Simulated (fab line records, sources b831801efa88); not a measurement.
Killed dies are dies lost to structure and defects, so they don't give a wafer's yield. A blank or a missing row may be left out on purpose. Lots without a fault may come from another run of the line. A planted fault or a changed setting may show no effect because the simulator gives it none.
Problem report in the 8D (eight disciplines) form, filled by code | flow sky130 | the parts of the form that need people (team, actions taken, sign-off) are left out

1. THE PROBLEM
n2_flow_sccm at SKY_DNWELL_STRIP_08 reads a mean of 360.6 sccm on 6 wafers of 2 lots; wafers without a fault read 300.2 sccm with a standard deviation of 0.93. That is +65 standard deviations from the usual mean.
The step: strips in O2/N2.
First seen on wafer L685.2, day 5 14:39, on plasma_asher-02. The record holds 36 wafers of 12 lots with a number at this step. Rule for "out", or "out of limits": more than 4 standard deviations from the usual mean. The other wafers with a number count as sound.

2. WHAT IT IS AND WHAT IT IS NOT
question                    | is                     | is not
which readings at this step | n2_flow_sccm           | drypump_motor_current_A, oes_product_au, strip_time_to_endpoint_s
which lots                  | L685, L687             | L678, L684, L691, L692, L693, L694, L696, L697, L698, L699
which wafers of those lots  | all that have a number | -
read on which tools         | plasma_asher-02        | plasma_asher-03, plasma_asher-04
when                        | from day 5 14:39       | up to then (6 sound wafers); but 24 sound wafers of L691, L692, L693, L694, L696, L697, L698, L699 came after

3. SUSPECTS, AND WHAT RULES EACH OUT
Counting: a tool at a process step up to the reading stays a suspect if it ran every lot that is out and no sound lot after the first of them.
- plasma_asher-02 at SKY_DNWELL_STRIP_08 (strips in O2/N2): kept. It ran every lot that is out, first L685 (day 5 14:39), and no sound lot after that. Its own readings are out on those wafers: n2_flow_sccm.
Left after counting: plasma_asher-02 at SKY_DNWELL_STRIP_08.

4. THE CAUSE (what the simulator had put in)
Process parameter drift: plasma_asher-02, from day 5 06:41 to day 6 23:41, at SKY_DNWELL_STRIP_08. Setting n2_flow_sccm, moved by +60, from 300. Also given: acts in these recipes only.
Counting left only this tool.

5. THE CHAIN OF EFFECTS, in route order
Each row: a reading whose mean over the struck wafers that have a number lies more than 3 standard deviations from the usual. Only readings for which the record gives a usual standard deviation are gone through. hours: the time from each lot's start at the first step in this table that gives one to its start at this step, as a median over the lots. sigmas: the change in usual standard deviations.
hours | step                | reading      | usual      | on struck wafers | change | sigmas
0     | SKY_DNWELL_STRIP_08 | n2_flow_sccm | 300.2 sccm | 360.6            | +60.4  | +65
The process steps in it:
- SKY_DNWELL_STRIP_08: strips in O2/N2.
Later measuring or inspecting steps at which every struck wafer that the step has a row for has a number for every such reading, and none has moved that far: SKY_PWDE_TW_MEAS_10, SKY_SD_N_RS_MEAS_18.

6. WHAT WOULD HAVE CAUGHT IT SOONER
In this record the first reading out of limits was taken at day 5 14:39, 8 hours after the fault began at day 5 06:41.
